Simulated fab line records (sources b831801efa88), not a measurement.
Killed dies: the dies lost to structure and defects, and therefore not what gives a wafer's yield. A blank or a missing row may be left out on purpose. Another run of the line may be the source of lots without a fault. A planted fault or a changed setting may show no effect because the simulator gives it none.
Check for tools in common :: flow gf180mcu :: 42 wafers sampled across 14 lots

## REASON FOR OPENING
At GF_HV_LDD_RS_MEAS_53 the reading HV_LDD_RS is flagged on 2 of 14 lots. Fault-free wafers read 418.6 ohm/sq, with a standard deviation of 0.93.
Rule: a lot is flagged in two cases, either no wafer of it has a number, or all its wafers with numbers fall more than 4 standard deviations from that mean. The rest of the lots are taken to be sound.

lot: L892
measured: day 13 03:01
on: film metro-03
HV_LDD_RS (ohm/sq), wafer by wafer: 418.6 418.9 418.3
flag: 

lot: L893
measured: day 13 07:11
on: film metro-03
HV_LDD_RS (ohm/sq), wafer by wafer: 419.7 420.3 419.5
flag: 

lot: L894
measured: day 13 15:50
on: film metro-04
HV_LDD_RS (ohm/sq), wafer by wafer: 418.2 417.5 417.0
flag: 

lot: L896
measured: day 14 05:55
on: film metro-03
HV_LDD_RS (ohm/sq), wafer by wafer: 418.7 418.9 419.2
flag: 

lot: L897
measured: day 14 16:28
on: film metro-04
HV_LDD_RS (ohm/sq), wafer by wafer: 420.1 419.2 419.3
flag: 

lot: L898
measured: day 14 23:14
on: film metro-03
HV_LDD_RS (ohm/sq), wafer by wafer: 418.4 418.7 419.4
flag: 

lot: L900
measured: day 15 15:41
on: film metro-04
HV_LDD_RS (ohm/sq), wafer by wafer: 418.1 418.0 419.5
flag: 

lot: L901
measured: day 16 00:02
on: film metro-04
HV_LDD_RS (ohm/sq), wafer by wafer: 417.4 419.0 418.5
flag: 

lot: L902
measured: day 16 03:26
on: film metro-03
HV_LDD_RS (ohm/sq), wafer by wafer: 417.5 419.0 417.5
flag: 

lot: L903
measured: day 16 20:19
on: film metro-04
HV_LDD_RS (ohm/sq), wafer by wafer: 418.3 418.1 418.4
flag: 

lot: L904
measured: day 17 01:10
on: film metro-04
HV_LDD_RS (ohm/sq), wafer by wafer: 417.8 418.5 418.4
flag: 

lot: L905
measured: day 17 08:13
on: film metro-02
HV_LDD_RS (ohm/sq), wafer by wafer: 419.5 419.3 419.3
flag: 

lot: L911
measured: day 19 10:20
on: film metro-02
HV_LDD_RS (ohm/sq), wafer by wafer: 411.9 411.4 411.4
flag: FLAGGED

lot: L914
measured: day 20 06:11
on: film metro-02
HV_LDD_RS (ohm/sq), wafer by wafer: 410.9 411.1 411.1
flag: FLAGGED
The mean of the flagged lots' numbers is 411.3 ohm/sq, -7.3 ohm/sq from the usual (-8 standard deviations).

## LOT BY LOT: THE TOOL USED
The record keeps 1 process step preceding the reading, out of 602 steps on the route. Cell contents, in order: the tool; ch with the chambers the sampled wafers went through; the start.
lot: L892
flag: 
GF_HV_LDD_IMPLANT_35: implanter-03 ch 0, day 12 05:37

lot: L893
flag: 
GF_HV_LDD_IMPLANT_35: implanter-01 ch 0, day 12 10:16

lot: L894
flag: 
GF_HV_LDD_IMPLANT_35: implanter-02 ch 0, day 12 18:54

lot: L896
flag: 
GF_HV_LDD_IMPLANT_35: implanter-01 ch 0, day 13 08:15

lot: L897
flag: 
GF_HV_LDD_IMPLANT_35: implanter-01 ch 0, day 13 18:01

lot: L898
flag: 
GF_HV_LDD_IMPLANT_35: implanter-01 ch 0, day 14 00:46

lot: L900
flag: 
GF_HV_LDD_IMPLANT_35: implanter-02 ch 0, day 14 16:35

lot: L901
flag: 
GF_HV_LDD_IMPLANT_35: implanter-02 ch 0, day 15 00:52

lot: L902
flag: 
GF_HV_LDD_IMPLANT_35: implanter-02 ch 0, day 15 04:02

lot: L903
flag: 
GF_HV_LDD_IMPLANT_35: implanter-01 ch 0, day 15 19:58

lot: L904
flag: 
GF_HV_LDD_IMPLANT_35: implanter-03 ch 0, day 16 01:13

lot: L905
flag: 
GF_HV_LDD_IMPLANT_35: implanter-03 ch 0, day 16 07:21

lot: L911
flag: FLAGGED
GF_HV_LDD_IMPLANT_35: implanter-03 ch 0, day 18 07:58

lot: L914
flag: FLAGGED
GF_HV_LDD_IMPLANT_35: implanter-03 ch 0, day 19 05:17
These steps, and what they do:
- GF_HV_LDD_IMPLANT_35
- GF_HV_LDD_RS_MEAS_53: measures by four-point-probe.

## FLAGGED OVER TOTAL, TOOL BY TOOL (the gauges that took the reading come last)
step: GF_HV_LDD_IMPLANT_35
tool: implanter-01
lots run: 5
flagged: 0
share of the flagged lots: none
sound lots run after its first flagged lot: -

step: GF_HV_LDD_IMPLANT_35
tool: implanter-02
lots run: 4
flagged: 0
share of the flagged lots: none
sound lots run after its first flagged lot: -

step: GF_HV_LDD_IMPLANT_35
tool: implanter-03
lots run: 5
flagged: 2
share of the flagged lots: all
sound lots run after its first flagged lot: 0

step: GF_HV_LDD_RS_MEAS_53
tool: film metro-02
lots run: 3
flagged: 2
share of the flagged lots: all
sound lots run after its first flagged lot: 0

step: GF_HV_LDD_RS_MEAS_53
tool: film metro-03
lots run: 5
flagged: 0
share of the flagged lots: none
sound lots run after its first flagged lot: -

step: GF_HV_LDD_RS_MEAS_53
tool: film metro-04
lots run: 6
flagged: 0
share of the flagged lots: none
sound lots run after its first flagged lot: -

## WHAT THE TABLE ALLOWS
Rows of the table that ran all the flagged lots, 2 in number: implanter-03 at GF_HV_LDD_IMPLANT_35; film metro-02 at GF_HV_LDD_RS_MEAS_53.
- implanter-03 at GF_HV_LDD_IMPLANT_35 ran 5 lots, 2 of them flagged. A fault beginning between L905 (day 16 07:21), its last sound lot, and L911 (day 18 07:58), its first flagged one, fits the data. Its own readings (beam energy keV) fall more than 4 standard deviations out on all wafers of the flagged lots.
- film metro-02 at GF_HV_LDD_RS_MEAS_53 ran 3 lots, 2 of them flagged. A fault beginning between L905 (day 17 08:13), its last sound lot, and L911 (day 19 10:20), its first flagged one, fits the data.
A lot count leaves these 2 tools indistinguishable: every one of them fits a fault beginning at some hour. More lots, or a look at what each step does to the wafer, might.

## WHAT WAS PUT IN BY THE SIMULATOR
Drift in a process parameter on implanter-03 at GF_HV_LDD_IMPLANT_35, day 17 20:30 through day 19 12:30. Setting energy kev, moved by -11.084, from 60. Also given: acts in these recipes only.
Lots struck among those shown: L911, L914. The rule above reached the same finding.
